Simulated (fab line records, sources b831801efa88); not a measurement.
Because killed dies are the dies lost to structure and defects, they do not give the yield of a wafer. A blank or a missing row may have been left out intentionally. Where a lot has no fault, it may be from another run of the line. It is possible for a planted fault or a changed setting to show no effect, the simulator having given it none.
One fault through the eyes of 2 desks | flow gf180mcu | what lay behind the numbers comes last; until then each desk has only its own

## FOR THE TOOL OWNER'S DESK: pecvd-03
The tool's own readings at GF_V1_CVD_02 (deposits SiO2 from TEOS, target thk 850 nm, time 94.851 s): means of the sampled wafers that have a number, for each lot that ran on this tool. The brackets show how far a lot's mean lies from the usual mean; more than 4 standard deviations puts the lot out of limits, marked OUT.
Columns: A = heater power outer w at GF_V1_CVD_02, usual 385 W; B = heater power w at GF_V1_CVD_02, usual 670 W
lot  | first seen here | A   | B
L210 | day 17 20:44    | 366 | 629
L212 | day 18 09:36    | 395 | 694
L215 | day 19 23:05    | 404 | 705
L218 | day 20 19:04    | 382 | 680
L221 | day 21 17:17    | 375 | 663
L228 | day 24 05:26    | 435 | 749
L230 | day 24 21:26    | 413 | 729
This desk's finding: nothing out of limits on any of the 7 lots.

## AT THE METROLOGY DESK
Means of the sampled wafers that have a number, per lot and without regard to the tool the lot ran on: this is what the gauges read. The brackets show how far a lot's mean lies from the usual mean; more than 4 standard deviations puts the lot out of limits, marked OUT.
Columns: A = V1_CVD_02_THK at GF_V1_THK_MEAS_03, usual 853 nm
lot  | first seen here | A
L210 | day 17 20:49    | 869
L211 | day 18 08:56    | 845
L212 | day 18 09:41    | 866
L213 | day 18 21:12    | 849
L214 | day 19 13:26    | 838
L215 | day 19 23:10    | 867
L216 | day 20 04:28    | 845
L218 | day 20 19:08    | 858
L219 | day 21 04:27    | 862
L221 | day 21 17:21    | 852
L228 | day 24 05:31    | 721 (-11) OUT
L230 | day 24 21:29    | 422 (-36) OUT
Finding of this desk: L228, L230 out of limits, first seen on L228 at day 24 05:31 (V1_CVD_02_THK at GF_V1_THK_MEAS_03). Within limits: L210, L211, L212, L213, L214, L215, L216, L218, L219, L221.

## PUT TOGETHER
On L228, L230, the metrology desk was in a position to raise an alarm at day 24 05:31.
Nothing out of limits was seen by the tool owner's desk.
Tool owner's desk: L228, L230 on record, inside its limits.
Of the lots named, all ran GF_V1_CVD_02 on pecvd-03.

## WHAT HAD BEEN PUT IN BY THE SIMULATOR
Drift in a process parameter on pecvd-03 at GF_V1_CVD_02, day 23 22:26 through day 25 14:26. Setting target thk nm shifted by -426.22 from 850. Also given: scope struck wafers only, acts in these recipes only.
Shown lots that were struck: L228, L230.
Per desk, hours elapsed from the start of the fault to the first reading out of limits: for the metrology desk, 7.
